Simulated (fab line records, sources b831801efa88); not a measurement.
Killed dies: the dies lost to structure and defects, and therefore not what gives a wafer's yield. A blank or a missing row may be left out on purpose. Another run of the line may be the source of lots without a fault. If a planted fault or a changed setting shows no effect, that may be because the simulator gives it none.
fab line records | flow sky130
record lots=5 wafers=15 lastDay=50
route steps=708 shown SD_N@350 SD_P@359 RES_XHIGH@360 SALICIDE@361 LI_CONTACT@362 PAD_OPEN@708
lots untouched by any fault: they come from a run of this same line in which no faults occurred
startH: hours from the record's first day to the start of the lot's first wafer shown | waitH: hours from the lot's prior step to this one | " the same as in the row above | L1.1+2: one row covering several wafers at once | - value missing, or start not given | * or withheld: withheld | < > ~ a bound
route shown NAME@n: NAME is a module with steps in the file, n the number in the route of the first one | usual: mean and standard deviation over wafers with no fault | same: alike in all rows | chamber/n: place in a boat | sites: each site's reading | _std_site: standard deviation across them | _edge_site: mean of outer sites minus mean of inner sites | radiusMm: how far each site lies from the wafer's centre | mask NAME#n: copy n | behind: tool/chamber where the wafer was last shaped | hold: why the lot went on hold/how many hours it stayed there/how the hold came to an end | device: which transistor (n, p or np) failed to switch | end of line: at the end of the route, the tests of the same wafers | a step given without rows: its recipe and nothing more | killed: the dies lost at the first sort to structure and to defects; this is not the yield of the wafer | map: shows each die of a wafer: x if killed, . if not, _ if none is there
set.NAME: the setting that was run; set.NAME@STEP: the one run at that earlier step | model.NAME: the simulator's own value behind a step, which no gauge read
lots at selected steps of the route; one table per step, one row per wafer
services: when a tool's chamber went out of use (startH, in hours from the record's first day, below 0 if earlier), for how many hours, and the reason
## steps
# step SKY_SD_N_OVL_MEAS_08
# usual SD_N_OVL=0.2/1.6
# columns lot.wafer tool chamber startH waitH SD_N_OVL[nm]
L280.2 overlay-02 - 677.99 0.1 -0.5
L280.3 " - " " 1.1
L280.6 " - " " -0.6
L285.2 overlay-02 - 712.91 0.1 -0.2
L285.4 " - " " 0.9
L285.6 " - " " 2.4
L294.1 overlay-02 - 802.38 0.1 0.7
L294.3 " - " " 0.2
L294.6 " - " " -0.5
L299.2 overlay-02 - 819.36 0.1 0.5
L299.4 " - " " 0.3
L299.5 " - " " -0.2
L300.3 overlay-01 - 823.74 0.1 -0.4
L300.5 " - " " -1.0
L300.6 " - " " 0.7
# step SKY_SD_N_IMPLANT_09
# recipe species=As energyKev=50 doseCm2=4e+15 tiltDeg=0
# step SKY_SD_N_IMPLANT_10
# recipe species=P energyKev=20 doseCm2=1e+14 tiltDeg=0
# step SKY_SD_N_STRIP_11
# recipe chemistry=O2/N2 powerW=1400 pressureMtorr=1500 platenTempC=withheld o2FlowSccm=3000 n2FlowSccm=300 overashFraction=0.5
# usual drypumpMotorCurrentA=5.6/0.51 oesProductAu=0.527/0.0044 stripTimeToEndpointS=22.53/0.044
# columns lot.wafer tool chamber startH waitH drypumpMotorCurrentA oesProductAu rfHoursCounterH stripTimeToEndpointS
L280.2 plasmaAsher-03 1 678.32 0.1 5.0 0.527 25 22.57
L280.3 " 0 " " 6.5 0.527 - 22.54
L280.6 " 0 " " 6.5 0.538 - 22.58
L285.2 plasmaAsher-01 0 713.24 0.1 5.8 0.528 58 22.45
L285.4 " 1 " " 5.5 0.523 - 22.47
L285.6 " 1 " " 5.5 0.530 - 22.51
L294.1 plasmaAsher-04 0 802.72 0.1 5.1 0.532 6 22.58
L294.3 " 1 " " 5.7 0.530 - 22.61
L294.6 " 1 " " 5.7 0.523 - 22.58
L299.2 plasmaAsher-01 1 819.69 0.1 5.5 0.531 69 22.53
L299.4 " 1 " " 5.5 0.533 - 22.52
L299.5 " 1 " " 5.5 0.528 - 22.55
L300.3 plasmaAsher-04 0 824.10 0.1 5.1 0.531 - 22.54
L300.5 " 0 " " 5.1 0.531 - 22.57
L300.6 " 1 " " 5.7 0.528 - 22.53
# step SKY_SD_N_TW_MEAS_12
# usual SD_N_TW=4026/69
# columns lot.wafer tool chamber startH waitH SD_N_TW
L280.2 filmMetro-02 - 678.43 0.1 3964
L280.3 " - " " 3925
L280.6 " - " " 3957
L285.2 filmMetro-01 - 713.35 0.1 4091
L285.4 " - " " 4089
L285.6 " - " " 4101
L294.1 filmMetro-01 - 802.82 0.1 4087
L294.3 " - " " 4082
L294.6 " - " " 4051
L299.2 filmMetro-02 - 819.80 0.1 3980
L299.4 " - " " 3971
L299.5 " - " " 3983
L300.3 filmMetro-01 - 824.19 0.1 4100
L300.5 " - " " 4078
L300.6 " - " " 4079
# step SKY_SD_N_CLEAN_13
# recipe chemistry=SC1/SC2 mix=1:4:20 tempC=70 timeS=150 dry=n2Spin
# step SKY_SD_N_RTA_14
# recipe tempC=1075 timeS=2 idleTempC=650 rampUpCPerS=150 rampDownCPerS=90 ambient=N2
# usual lampPowerPct=15.74/0.055 wafer_temp_C_max=1078.0/1.3
# columns lot.wafer tool chamber startH waitH lampPowerPct wafer_temp_C_max
L280.2 rtpAnneal-02 0 678.54 0.0 15.73 1077.9
L280.3 " 0 " " 15.65 1077.6
L280.6 " 0 " " 15.67 1078.4
L285.2 rtpAnneal-01 0 713.46 0.0 15.71 1077.9
L285.4 " 0 " " 15.79 1078.4
L285.6 " 0 " " 15.75 1079.6
L294.1 rtpAnneal-01 0 802.93 0.0 15.76 1076.2
L294.3 " 0 " " 15.78 1078.4
L294.6 " 0 " " 15.81 1077.9
L299.2 rtpAnneal-01 0 819.91 0.0 15.65 1080.6
L299.4 " 0 " " 15.81 1077.5
L299.5 " 0 " " 15.82 1077.9
L300.3 rtpAnneal-02 0 824.29 0.0 15.73 1078.0
L300.5 " 0 " " 15.74 1076.6
L300.6 " 0 " " 15.74 1076.2
# step SKY_SD_N_RS_MEAS_16
# recipe thkMeasGauge=four-point-probe
# usual SD_N_RS=68.56/0.13
# columns lot.wafer tool chamber startH waitH SD_N_RS[ohm/sq]
L280.2 filmMetro-01 - 678.73 0.1 68.47
L280.3 " - " " 68.58
L280.6 " - " " 68.47
L285.2 filmMetro-01 - 713.65 0.1 68.62
L285.4 " - " " 68.61
L285.6 " - " " 68.51
L294.1 filmMetro-02 - 803.10 0.1 68.53
L294.3 " - " " 68.55
L294.6 " - " " 68.29
L299.2 filmMetro-04 - 820.10 0.1 68.71
L299.4 " - " " 68.64
L299.5 " - " " 68.58
L300.3 filmMetro-01 - 824.49 0.1 68.53
L300.5 " - " " 68.45
L300.6 " - " " 68.66
# step SKY_SD_N_RS_MEAS_17
# recipe thkMeasGauge=four-point-probe
# usual SD_P_RS=147.1/0.37
# columns lot.wafer tool chamber startH waitH SD_P_RS[ohm/sq]
L280.2 filmMetro-01 - 678.85 0.1 146.9
L280.3 " - " " 146.8
L280.6 " - " " 146.7
L285.2 filmMetro-01 - 713.77 0.1 146.8
L285.4 " - " " 146.8
L285.6 " - " " 147.0
L294.1 filmMetro-02 - 803.22 0.1 147.2
L294.3 " - " " 147.3
L294.6 " - " " 146.9
L299.2 filmMetro-04 - 820.22 0.1 148.0
L299.4 " - " " 146.9
L299.5 " - " " 147.4
L300.3 filmMetro-01 - 824.61 0.1 146.9
L300.5 " - " " 146.7
L300.6 " - " " 147.1
# step SKY_SD_N_RS_MEAS_18
# recipe thkMeasGauge=four-point-probe
# usual RES_XHIGH_RS=333.4/1.1
# columns lot.wafer tool chamber startH waitH RES_XHIGH_RS[ohm/sq]
L280.2 filmMetro-01 - 678.97 0.1 332.2
L280.3 " - " " 332.7
L280.6 " - " " 332.9
L285.2 filmMetro-01 - 713.89 0.1 333.0
L285.4 " - " " 333.6
L285.6 " - " " 331.7
L294.1 filmMetro-02 - 803.34 0.1 333.7
L294.3 " - " " 333.1
L294.6 " - " " 333.5
L299.2 filmMetro-04 - 820.34 0.1 332.8
L299.4 " - " " 333.0
L299.5 " - " " 333.9
L300.3 filmMetro-01 - 824.73 0.1 333.3
L300.5 " - " " 332.5
L300.6 " - " " 332.7
# step SKY_SALICIDE_CLEAN_00
# recipe chemistry=HF-last timeS=30 dilution=100:1 dry=ipaMarangoni
# step SKY_LI_CONTACT_HDPCVD_00
# recipe material=PSG targetThkNm=930 sigmaOpenFrac=0.3 timeS=155 tempC=600 sih4FlowSccm=60 pressureMtorr=6
# usual runLengthS=182.8/0.45
# columns lot.wafer tool chamber startH waitH runLengthS model.PSG_of_LI_CONTACT_HDPCVD_00.thkNm
L280.2 hdpcvd-01 0 679.09 0.0 182.8 930.3
L280.3 " 1 " " 182.1 922.6
L280.6 " 1 " " 182.7 912.4
L285.2 hdpcvd-01 2 714.00 0.0 182.9 924
L285.4 " 0 " " 182.8 924
L285.6 " 1 " " 182.4 918.3
L294.1 hdpcvd-01 2 803.48 0.0 182.7 928.6
L294.3 " 1 " " 182.4 930.5
L294.6 " 0 " " 176.9 894.8
L299.2 hdpcvd-02 0 820.45 0.0 183.7 953
L299.4 " 0 " " 182.8 948.6
L299.5 " 2 " " 183.5 939.9
L300.3 hdpcvd-02 2 824.83 0.0 183.1 933.4
L300.5 " 2 " " 183.2 942.3
L300.6 " 0 " " 182.9 942.6
# step SKY_LI_CONTACT_THK_MEAS_01
# recipe reads=PSG_of_LI_CONTACT_HDPCVD_00
# usual LI_CONTACT_HDPCVD_THK=929/9.6
# columns lot.wafer tool chamber startH waitH LI_CONTACT_HDPCVD_THK[nm]
L280.2 filmMetro-02 - 679.20 0.1 931
L280.3 " - " " 922
L280.6 " - " " 914
L285.2 filmMetro-01 - 714.12 0.1 924
L285.4 " - " " 924
L285.6 " - " " 919
L294.1 filmMetro-04 - 803.58 0.1 929
L294.3 " - " " 931
L294.6 " - " " 895
L299.2 filmMetro-04 - 820.57 0.1 954
L299.4 " - " " 948
L299.5 " - " " 941
L300.3 filmMetro-01 - 824.95 0.1 934
L300.5 " - " " 943
L300.6 " - " " 942
# step SKY_LI_CONTACT_CMP_02
# recipe material=PSG downForcePsi=4 platenRpm=60 padVelocityMS=0.94248
# usual headPressurePsi=4.001/0.0086 motorCurrentA=11.3/0.91 platenRpm=60.00/0.042 slurryFlowMlMin=150.0/0.48 timeToEndpointS=32/3.5
# columns lot.wafer tool chamber startH waitH headPressurePsi motorCurrentA platenRpm slurryFlowMlMin timeToEndpointS
L280.3 cmp-02 1 679.35 0.1 3.985 11.6 59.98 148.9 34
L280.2 " 2 " " 4.019 10.2 60.01 149.9 36
L280.6 " 0 " " 3.984 10.7 59.98 149.5 34
L285.4 cmp-02 0 714.22 0.1 4.004 10.8 60.03 151.4 34
L285.2 " 2 " " 3.995 9.8 59.94 149.7 32
L285.6 " 0 " " 3.995 11.1 60.04 150.2 34
L294.3 cmp-02 3 803.64 0.0 3.996 11.0 60.00 150.5 35
L294.1 " 1 " " 3.999 11.2 60.03 150.8 34
L294.6 " 0 " " 3.999 10.6 60.00 150.7 34
L299.2 cmp-02 1 820.67 0.1 4.004 11.8 59.97 150.1 35
L299.4 " 2 " " 4.009 9.4 60.05 151.1 36
L299.5 " 1 " " 3.986 11.6 60.01 149.8 35
L300.3 cmp-01 3 825.14 0.2 3.995 11.9 59.98 150.7 31
L300.6 " 0 " " 4.001 11.8 60.05 150.9 34
L300.5 " 1 " " 3.999 10.4 60.02 150.3 30
# step SKY_PAD_OPEN_PROBE_99
# usual killed_at_M0_to_M3=44/6.9 killed_at_M4_up=3.3/1.8 killedAtContacts=24/5 killedAtFrontEnd=16/4.6 killedAtOther=0.2/0.42 killedDies=88/9.2 killedOpen=48/7.3 killedShort=40/6.5
# same grossDies=492 killedAtBackSide=0
# columns lot.wafer tool chamber startH waitH killed_at_M0_to_M3 killed_at_M4_up killedAtContacts killedAtFrontEnd killedAtOther killedDies killedOpen killedShort
L280.2 prober-02 - 1099.62 0.1 66 2 22 14 0 104 53 51
L280.3 prober-02 - 1099.67 0.2 49 3 25 17 0 94 49 45
L280.6 prober-02 - 1099.82 0.2 41 3 22 22 0 88 50 38
L285.2 prober-01 - 1128.77 0.1 39 3 24 11 0 77 46 30
L285.4 prober-01 - 1128.87 0.2 45 2 24 20 0 91 50 39
L285.6 prober-01 - 1128.97 0.2 37 1 19 15 0 72 37 35
L294.1 prober-01 - 1185.98 0.1 44 2 25 11 0 82 47 35
L294.3 prober-01 - 1186.08 0.2 38 2 20 12 1 73 42 30
L294.6 prober-01 - 1186.23 0.2 51 2 23 16 0 92 42 50
# killed by level:class
L280.2 VIA1:geometricParticle:open=19 METAL1:geometricParticle:short=11 METAL2:geometricParticle:short=8 CONTACT:geometricParticle:open=7 VIA1:geometricParticle:short=6 FIELD_ISO:geometricParticle:open=5 CONTACT:geometricParticle:short=5 VIA3:geometricParticle:open=4
L280.3 CONTACT:geometricParticle:open=11 VIA2:geometricParticle:open=8 FIELD_ISO:geometricParticle:short=7 LI_CONTACT:geometricParticle:open=7 VIA1:geometricParticle:open=7 METAL2:geometricParticle:short=7 VIA1:geometricParticle:short=5 CONTACT:geometricParticle:short=5
L280.6 VIA1:geometricParticle:open=12 CONTACT:geometricParticle:open=8 FIELD_ISO:geometricParticle:open=6 POLY_GATE:geometricParticle:short=5 LOCAL_INTERCONNECT:geometricParticle:short=5 VIA3:geometricParticle:open=5 FIELD_ISO:geometricParticle:short=4 LI_CONTACT:geometricParticle:open=4
L285.2 VIA1:geometricParticle:open=10 CONTACT:geometricParticle:open=9 VIA2:geometricParticle:open=6 LI_CONTACT:geometricParticle:open=5 CONTACT:geometricParticle:short=5 FIELD_ISO:geometricParticle:short=4 METAL2:geometricParticle:short=4 VIA3:geometricParticle:open=4
L285.4 CONTACT:geometricParticle:open=12 METAL1:geometricParticle:short=8 METAL2:geometricParticle:short=8 VIA2:geometricParticle:open=6 LI_CONTACT:geometricParticle:open=6 VIA3:geometricParticle:open=6 FIELD_ISO:geometricParticle:open=5 POLY_GATE:geometricParticle:open=5
L285.6 VIA1:geometricParticle:open=10 FIELD_ISO:geometricParticle:short=7 CONTACT:geometricParticle:open=7 LI_CONTACT:geometricParticle:open=5 LOCAL_INTERCONNECT:geometricParticle:short=5 METAL1:geometricParticle:short=5 VIA2:geometricParticle:open=5 VIA3:geometricParticle:open=4
L294.1 VIA1:geometricParticle:open=12 VIA3:geometricParticle:open=8 METAL2:geometricParticle:short=7 CONTACT:geometricParticle:open=7 LI_CONTACT:geometricParticle:short=5 LI_CONTACT:geometricParticle:open=5 VIA2:geometricParticle:open=5 LOCAL_INTERCONNECT:geometricParticle:short=4
L294.3 VIA2:geometricParticle:open=9 CONTACT:geometricParticle:open=7 METAL1:geometricParticle:short=7 VIA1:geometricParticle:open=7 LI_CONTACT:geometricParticle:open=4 LOCAL_INTERCONNECT:geometricParticle:short=4 VIA3:geometricParticle:open=4 FIELD_ISO:geometricParticle:open=3
L294.6 METAL2:geometricParticle:short=10 VIA1:geometricParticle:open=9 LOCAL_INTERCONNECT:geometricParticle:short=7 METAL1:geometricParticle:short=6 LI_CONTACT:geometricParticle:open=5 VIA2:geometricParticle:open=5 CONTACT:geometricParticle:open=4 VIA1:geometricParticle:short=4
## services
# columns tool chamber startH hours kind
cmp-02 - 654.71 0.5 repair
hdpcvd-02 0 665.75 - clean
hdpcvd-02 1 665.75 - clean
hdpcvd-02 2 665.75 - clean
hdpcvd-02 1 666.27 2.1 repair
plasmaAsher-01 - 671.51 0.3 repair
cmp-01 - 684.58 8.1 pm
hdpcvd-02 2 687.98 2.5 repair
hdpcvd-02 - 696.71 0.7 repair
plasmaAsher-04 - 733.75 9.0 pm
plasmaAsher-04 0 733.75 9.0 ventCycle
plasmaAsher-04 1 733.75 9.0 ventCycle
hdpcvd-01 - 741.63 0.5 repair
plasmaAsher-04 0 742.75 - clean
plasmaAsher-04 1 742.75 - clean
cmp-02 - 744.23 4.0 pm
cmp-02 - 748.23 - consumableReplace:conditioner
cmp-02 - 748.23 - consumableReplace:pad
cmp-01 - 758.72 0.5 repair
hdpcvd-01 1 777.90 20.7 repair
cmp-01 - 782.97 0.9 repair
## key
firstSign step=SKY_LI_CONTACT_HDPCVD_00 reading=runLengthS direction=down sigmas=13 usual=* struck=*
effect step=SKY_LI_CONTACT_THK_MEAS_01 reading=LI_CONTACT_HDPCVD_THK direction=down sigmas=3.5 usual=929 struck=895
modelEffect step=SKY_LI_CONTACT_HDPCVD_00 value=PSG_of_LI_CONTACT_HDPCVD_00.thkNm without=926.7 struck=894.8
metAt SKY_LI_CONTACT_HDPCVD_00
struckWafers L294.6
testerLeftOut L294
onsetBetween 714.00 803.48
fault kind=processParameterDrift tool=hdpcvd-01 chamber=0 onsetH=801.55 steps=SKY_LI_CONTACT_HDPCVD_00 channel=timeS offset=* shape=step endH=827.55 actsIn=* stated=*
# testerLeftOut: of these lots the tester's yield and bins aren't shown, on N5 and GAA mostly nor the transistor test; their killed dies are dies lost to structure and defects alone, not to doping, threshold or leakage, so they don't give the yield
